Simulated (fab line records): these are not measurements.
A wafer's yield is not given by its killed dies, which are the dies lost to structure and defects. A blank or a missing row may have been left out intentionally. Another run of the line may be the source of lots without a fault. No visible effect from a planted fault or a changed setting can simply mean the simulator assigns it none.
Lot-split experiment / flow sfq_line / 23 wafers read across 5 lots, on a route 325 steps long

## SPLIT DETAILS
At SFQ_TRILAYER_M7_LITHO_COAT_182 (resist thk 62 nm), the setting resist_thk_nm was moved away from the recipe's 62 nm on 9 of the 23 wafers read, by -2.8% to +5.0%. For the rest of the wafers, this setting stayed at what the recipe calls for.

The split's own step is where the reading is taken.

## THE READING
BARC_of_TRILAYER_M7_LITHO_COAT_182.thk_nm (the simulator's own value, which no gauge read), in nm, at SFQ_TRILAYER_M7_LITHO_COAT_182 (resist thk 62 nm). No usual value for it is given in the file. The 14 wafers here that ran the recipe average 61.91 nm, standard deviation 0.19 nm.

wafer=L075.1; tool, chamber at the split=litho_track-03, 0; resist_thk_nm as run, nm=62; against the recipe=recipe; BARC_of_TRILAYER_M7_LITHO_COAT_182.thk_nm, nm=61.76; against lot-mates on the recipe=-
wafer=L075.3; tool, chamber at the split=litho_track-03, 0; resist_thk_nm as run, nm=62; against the recipe=recipe; BARC_of_TRILAYER_M7_LITHO_COAT_182.thk_nm, nm=61.71; against lot-mates on the recipe=-
wafer=L075.4; tool, chamber at the split=litho_track-03, 0; resist_thk_nm as run, nm=62; against the recipe=recipe; BARC_of_TRILAYER_M7_LITHO_COAT_182.thk_nm, nm=61.65; against lot-mates on the recipe=-
wafer=L075.5; tool, chamber at the split=litho_track-03, 0; resist_thk_nm as run, nm=65.13; against the recipe=+5.0%; BARC_of_TRILAYER_M7_LITHO_COAT_182.thk_nm, nm=64.98; against lot-mates on the recipe=+3.27
wafer=L075.6; tool, chamber at the split=litho_track-03, 0; resist_thk_nm as run, nm=65.13; against the recipe=+5.0%; BARC_of_TRILAYER_M7_LITHO_COAT_182.thk_nm, nm=64.8; against lot-mates on the recipe=+3.09
wafer=L077.1; tool, chamber at the split=litho_track-03, 0; resist_thk_nm as run, nm=62; against the recipe=recipe; BARC_of_TRILAYER_M7_LITHO_COAT_182.thk_nm, nm=62.12; against lot-mates on the recipe=-
wafer=L077.4; tool, chamber at the split=litho_track-03, 0; resist_thk_nm as run, nm=62; against the recipe=recipe; BARC_of_TRILAYER_M7_LITHO_COAT_182.thk_nm, nm=62.09; against lot-mates on the recipe=-
wafer=L077.6; tool, chamber at the split=litho_track-03, 0; resist_thk_nm as run, nm=62; against the recipe=recipe; BARC_of_TRILAYER_M7_LITHO_COAT_182.thk_nm, nm=62.28; against lot-mates on the recipe=-
wafer=L080.1; tool, chamber at the split=litho_track-02, 0; resist_thk_nm as run, nm=60.26; against the recipe=-2.8%; BARC_of_TRILAYER_M7_LITHO_COAT_182.thk_nm, nm=60.36; against lot-mates on the recipe=-1.69
wafer=L080.2; tool, chamber at the split=litho_track-02, 0; resist_thk_nm as run, nm=62; against the recipe=recipe; BARC_of_TRILAYER_M7_LITHO_COAT_182.thk_nm, nm=62; against lot-mates on the recipe=-
wafer=L080.4; tool, chamber at the split=litho_track-02, 0; resist_thk_nm as run, nm=60.26; against the recipe=-2.8%; BARC_of_TRILAYER_M7_LITHO_COAT_182.thk_nm, nm=60.32; against lot-mates on the recipe=-1.73
wafer=L080.5; tool, chamber at the split=litho_track-02, 0; resist_thk_nm as run, nm=62; against the recipe=recipe; BARC_of_TRILAYER_M7_LITHO_COAT_182.thk_nm, nm=62.1; against lot-mates on the recipe=-
wafer=L080.6; tool, chamber at the split=litho_track-02, 0; resist_thk_nm as run, nm=60.26; against the recipe=-2.8%; BARC_of_TRILAYER_M7_LITHO_COAT_182.thk_nm, nm=60.27; against lot-mates on the recipe=-1.78
wafer=L081.2; tool, chamber at the split=litho_track-03, 0; resist_thk_nm as run, nm=62; against the recipe=recipe; BARC_of_TRILAYER_M7_LITHO_COAT_182.thk_nm, nm=62.07; against lot-mates on the recipe=-
wafer=L081.3; tool, chamber at the split=litho_track-03, 0; resist_thk_nm as run, nm=63.61; against the recipe=+2.6%; BARC_of_TRILAYER_M7_LITHO_COAT_182.thk_nm, nm=63.46; against lot-mates on the recipe=+1.63
wafer=L081.4; tool, chamber at the split=litho_track-03, 0; resist_thk_nm as run, nm=62; against the recipe=recipe; BARC_of_TRILAYER_M7_LITHO_COAT_182.thk_nm, nm=61.61; against lot-mates on the recipe=-
wafer=L081.5; tool, chamber at the split=litho_track-03, 0; resist_thk_nm as run, nm=62; against the recipe=recipe; BARC_of_TRILAYER_M7_LITHO_COAT_182.thk_nm, nm=61.81; against lot-mates on the recipe=-
wafer=L081.6; tool, chamber at the split=litho_track-03, 0; resist_thk_nm as run, nm=63.61; against the recipe=+2.6%; BARC_of_TRILAYER_M7_LITHO_COAT_182.thk_nm, nm=63.25; against lot-mates on the recipe=+1.42
wafer=L083.1; tool, chamber at the split=litho_track-02, 0; resist_thk_nm as run, nm=62; against the recipe=recipe; BARC_of_TRILAYER_M7_LITHO_COAT_182.thk_nm, nm=61.79; against lot-mates on the recipe=-
wafer=L083.2; tool, chamber at the split=litho_track-02, 0; resist_thk_nm as run, nm=61.05; against the recipe=-1.5%; BARC_of_TRILAYER_M7_LITHO_COAT_182.thk_nm, nm=60.97; against lot-mates on the recipe=-0.90
wafer=L083.3; tool, chamber at the split=litho_track-02, 0; resist_thk_nm as run, nm=62; against the recipe=recipe; BARC_of_TRILAYER_M7_LITHO_COAT_182.thk_nm, nm=61.9; against lot-mates on the recipe=-
wafer=L083.4; tool, chamber at the split=litho_track-02, 0; resist_thk_nm as run, nm=62; against the recipe=recipe; BARC_of_TRILAYER_M7_LITHO_COAT_182.thk_nm, nm=61.91; against lot-mates on the recipe=-
wafer=L083.6; tool, chamber at the split=litho_track-02, 0; resist_thk_nm as run, nm=61.05; against the recipe=-1.5%; BARC_of_TRILAYER_M7_LITHO_COAT_182.thk_nm, nm=60.84; against lot-mates on the recipe=-1.03

THE FIT
A straight line over all 23 wafers: BARC_of_TRILAYER_M7_LITHO_COAT_182.thk_nm changes by +0.583 nm for each +1% of resist_thk_nm; r = +0.99; the points scatter about the line by 0.17 nm.
The same after taking each lot's own level away (the mean of its wafers on the recipe; 23 wafers): +0.621 nm for each +1%; r = +1.00; scatter 0.1 nm.
The reading moves by 3.1 nm for the largest change in resist_thk_nm, on that fit.
From 61.707 to 62.163 nm: that is the span of the lots' own levels, equal to 2.4 times the standard deviation above.
Hence the lot-to-lot level has little effect on the slope; both slopes agree.
Check: with one of the wafers moved furthest among these (+5.0%) left out of the fit, the line predicts +3.07 nm for it against its lot-mates. Against them it came out at +3.27 nm.

## OTHER SPLITS APPLIED TO THESE WAFERS
Before the reading, these wafers also passed through other splits. Each is held against what the fit with the lots' levels taken away leaves over:
other split on the same wafers=SFQ_TRILAYER_M5_BARC_OPEN_METAL_ETCH_161 pressure_mtorr; wafers away from the commonest value=15; r with BARC_of_TRILAYER_M7_LITHO_COAT_182.thk_nm (lot level and that fit taken away)=+0.13
other split on the same wafers=SFQ_TRILAYER_R5_LITHO_COAT_141 resist_thk_nm; wafers away from the commonest value=10; r with BARC_of_TRILAYER_M7_LITHO_COAT_182.thk_nm (lot level and that fit taken away)=-0.08
other split on the same wafers=SFQ_TRILAYER_R5_BARC_OPEN_METAL_ETCH_177 time_s; wafers away from the commonest value=11; r with BARC_of_TRILAYER_M7_LITHO_COAT_182.thk_nm (lot level and that fit taken away)=-0.13
other split on the same wafers=SFQ_TRILAYER_I5_BARC_OPEN_VIA_ETCH_200 time_s; wafers away from the commonest value=9; r with BARC_of_TRILAYER_M7_LITHO_COAT_182.thk_nm (lot level and that fit taken away)=-0.09
other split on the same wafers=SFQ_TRILAYER_C5_BARC_OPEN_VIA_ETCH_210 time_s; wafers away from the commonest value=5; r with BARC_of_TRILAYER_M7_LITHO_COAT_182.thk_nm (lot level and that fit taken away)=+0.03
other split on the same wafers=SFQ_TRILAYER_M6_LITHO_COAT_164 resist_thk_nm; wafers away from the commonest value=8; r with BARC_of_TRILAYER_M7_LITHO_COAT_182.thk_nm (lot level and that fit taken away)=-0.02
other split on the same wafers=SFQ_TRILAYER_M6_LITHO_EXPOSE_160 dose_mj; wafers away from the commonest value=12; r with BARC_of_TRILAYER_M7_LITHO_COAT_182.thk_nm (lot level and that fit taken away)=+0.28
other split on the same wafers=SFQ_TRILAYER_I6_VIA_LITHO_COAT_174 spin_rpm; wafers away from the commonest value=8; r with BARC_of_TRILAYER_M7_LITHO_COAT_182.thk_nm (lot level and that fit taken away)=+0.39
other split on the same wafers=SFQ_TRILAYER_I6_VIA_LITHO_PEB_172 peb_time_s; wafers away from the commonest value=5; r with BARC_of_TRILAYER_M7_LITHO_COAT_182.thk_nm (lot level and that fit taken away)=-0.22

## THE FILE'S OWN FIT
BARC_of_TRILAYER_M7_LITHO_COAT_182.thk_nm changes by +0.621 nm for each +1% of resist_thk_nm, r = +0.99.
